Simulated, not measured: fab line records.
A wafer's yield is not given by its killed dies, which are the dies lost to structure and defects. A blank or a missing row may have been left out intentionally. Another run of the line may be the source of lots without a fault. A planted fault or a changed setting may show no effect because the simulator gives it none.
Which tool did it?	flow sky130	Sampling: 15 lots, 45 wafers, 5 of 708 route steps

== WHAT THE GAUGES READ, wafer by wafer ==
SKY_CONTACT_OVL_MEAS_15. Usual: CONTACT_OVL typically reads -1 nm, with standard deviation 5.3.
lot	measured	on	CONTACT_OVL (nm)	flag
L268	day 31 16:55	overlay-01	2 8 -1	
L269	day 31 20:13	overlay-02	-1 -2 -5	
L270	day 32 04:02	overlay-02	-2 -2 -4	
L271	day 32 14:16	overlay-01	-10 -2 1	
L272	day 32 19:52	overlay-01	-7 -4 -8	
L273	day 33 03:09	overlay-02	-5 -2 -4	
L274	day 34 14:34	overlay-02	-3 -7 -3	
L276	day 34 15:56	overlay-02	2 -4 0	
L278	day 34 17:00	overlay-02	-1 -9 -5	
L279	day 35 08:10	overlay-02	2 0 1	
L280	day 35 11:55	overlay-02	-1 -4 1	
L285	day 36 19:02	overlay-01	3 4 -2	
L288	day 37 23:19	overlay-01	7 -1 7	
L289	day 38 01:47	overlay-01	-1 -6 -4	
L291	day 38 13:40	overlay-01	-2 -6 -5	

SKY_VIA1_THK_MEAS_01. Usual: VIA1_HDPCVD_THK typically reads 1027 nm, with standard deviation 11.
lot	measured	on	VIA1_HDPCVD_THK (nm)	flag
L268	day 32 22:23	film-metro-02	1031 1026 1022	
L269	day 33 02:15	film-metro-01	1029 1010 1015	
L270	day 33 09:33	film-metro-01	1023 1024 1024	
L271	day 33 19:38	film-metro-02	1009 997 1008	
L272	day 34 01:08	film-metro-02	1036 1043 1059	
L273	day 34 08:37	film-metro-01	1033 1016 1026	
L274	day 35 19:44	film-metro-02	1014 1022 1018	
L276	day 35 21:01	film-metro-01	325 347 337	OFF
L278	day 35 22:35	film-metro-02	351 352 363	OFF
L279	day 36 12:56	film-metro-01	1030 1033 1025	
L280	day 36 16:59	film-metro-03	341 363 356	OFF
L285	day 37 23:40	film-metro-02	1033 1049 1038	
L288	day 39 02:57	film-metro-02	1029 1018 1047	
L289	day 39 06:02	film-metro-02	1033 1037 1044	
L291	day 39 16:02	film-metro-01	1015 1029 1025	

SKY_VIA1_OVL_MEAS_13. Usual: VIA1_OVL typically reads 2 nm, with standard deviation 5.9.
lot	measured	on	VIA1_OVL (nm)	flag
L268	day 34 01:38	overlay-02	9 7 5	
L269	day 34 05:43	overlay-01	-8 -3 -8	
L270	day 34 12:46	overlay-01	11 17 4	
L271	day 34 22:37	overlay-01	-6 0 -1	
L272	day 35 03:49	overlay-02	-3 1 -4	
L273	day 35 11:29	overlay-01	-8 -1 -8	
L274	day 36 22:19	overlay-01	-9 -3 -6	
L276	day 36 23:40	overlay-01	1 6 2	
L278	day 37 01:20	overlay-02	-3 -4 8	
L279	day 37 15:04	overlay-02	8 5 8	
L280	day 37 19:22	overlay-01	0 0 2	
L285	day 39 01:13	overlay-01	-2 -4 5	
L288	day 40 08:07	overlay-01	-3 -1 -11	
L289	day 40 11:05	overlay-02	11 4 11	
L291	day 40 20:14	overlay-01	7 -4 2	

== EACH LOT AND THE TOOL THAT RAN IT (in order: tool; ch and the chambers of the sampled wafers; start) ==
lot	SKY_METAL1_SPUTTER_03	SKY_VIA1_HDPCVD_00
L268	pvd-sputter-04, day 31 18:24	hdpcvd-01 ch 0,1,2, day 32 22:17
L269	pvd-sputter-04, day 31 21:43	hdpcvd-02 ch 1,2, day 33 02:08
L270	pvd-sputter-02, day 32 05:33	hdpcvd-02 ch 0,1,2, day 33 09:26
L271	pvd-sputter-01, day 32 15:45	hdpcvd-02 ch 1,2, day 33 19:32
L272	pvd-sputter-02, day 32 21:21	hdpcvd-01 ch 0,1, day 34 01:02
L273	pvd-sputter-04, day 33 04:38	hdpcvd-02 ch 0,1, day 34 08:29
L274	pvd-sputter-02, day 34 16:04	hdpcvd-01 ch 0,2, day 35 19:37
L276	pvd-sputter-04, day 34 17:27	hdpcvd-02 ch 1,2, day 35 20:53
L278	pvd-sputter-04, day 34 18:28	hdpcvd-02 ch 0,1, day 35 22:28
L279	pvd-sputter-02, day 35 09:39	hdpcvd-01 ch 0,1,2, day 36 12:50
L280	pvd-sputter-01, day 35 13:25	hdpcvd-02 ch 0,1,2, day 36 16:52
L285	pvd-sputter-01, day 36 20:42	hdpcvd-01 ch 0,1,2, day 37 23:35
L288	pvd-sputter-04, day 38 00:49	hdpcvd-02 ch 0,1, day 39 02:50
L289	pvd-sputter-04, day 38 03:18	hdpcvd-02 ch 0,1, day 39 05:55
L291	pvd-sputter-01, day 38 15:10	hdpcvd-01 ch 0,1,2, day 39 15:55
- SKY_METAL1_SPUTTER_03: material Ti, target thk 5 nm, time 3.3 s.
- SKY_VIA1_HDPCVD_00: deposits SiO2, target thk 1030 nm, time 171.7 s.

== WHAT THE TOOLS THEMSELVES READ (means of the sampled wafers that have a number; where no wafer has one, the mark that the record gives instead) ==
SKY_METAL1_SPUTTER_03. Usual: throttle-valve-pct 30.0 %, standard deviation 0.97.
lot	tool	throttle-valve-pct (%)	flag
L268	pvd-sputter-04	30.9	
L269	pvd-sputter-04	29.4	
L270	pvd-sputter-02	29.4	
L271	pvd-sputter-01	31.0	
L272	pvd-sputter-02	29.8	
L273	pvd-sputter-04	30.2	
L274	pvd-sputter-02	29.5	
L276	pvd-sputter-04	30.4	
L278	pvd-sputter-04	29.7	
L279	pvd-sputter-02	29.4	
L280	pvd-sputter-01	30.3	
L285	pvd-sputter-01	29.6	
L288	pvd-sputter-04	30.4	
L289	pvd-sputter-04	29.6	
L291	pvd-sputter-01	30.6	

== THE ANSWER, worked out from the rows above alone ==
Rule: lot off if the mean of its wafers having a number is beyond 3 standard deviations from the usual mean. Also off: a lot with no number at a reading for which 4 or more lots have one. All remaining lots with rows at the step are treated as sound. After the gauges, taken in route order, come the tools' own readings; for these a lot's mean is taken, as printed above. The first step at which some lot is off is used, and at that step the reading that is off furthest; a lot without a number counts as furthest.
Off: at SKY_VIA1_THK_MEAS_01 (VIA1_HDPCVD_THK), L276, L278, L280.
A tool fits if, at a process step before that reading, it ran every lot that is off, and no sound lot after the first of them. The gauges at SKY_VIA1_THK_MEAS_01 are tried like those tools. Not one of the candidates tried fits.

== WHAT THE SIMULATOR HAD PUT IN ==
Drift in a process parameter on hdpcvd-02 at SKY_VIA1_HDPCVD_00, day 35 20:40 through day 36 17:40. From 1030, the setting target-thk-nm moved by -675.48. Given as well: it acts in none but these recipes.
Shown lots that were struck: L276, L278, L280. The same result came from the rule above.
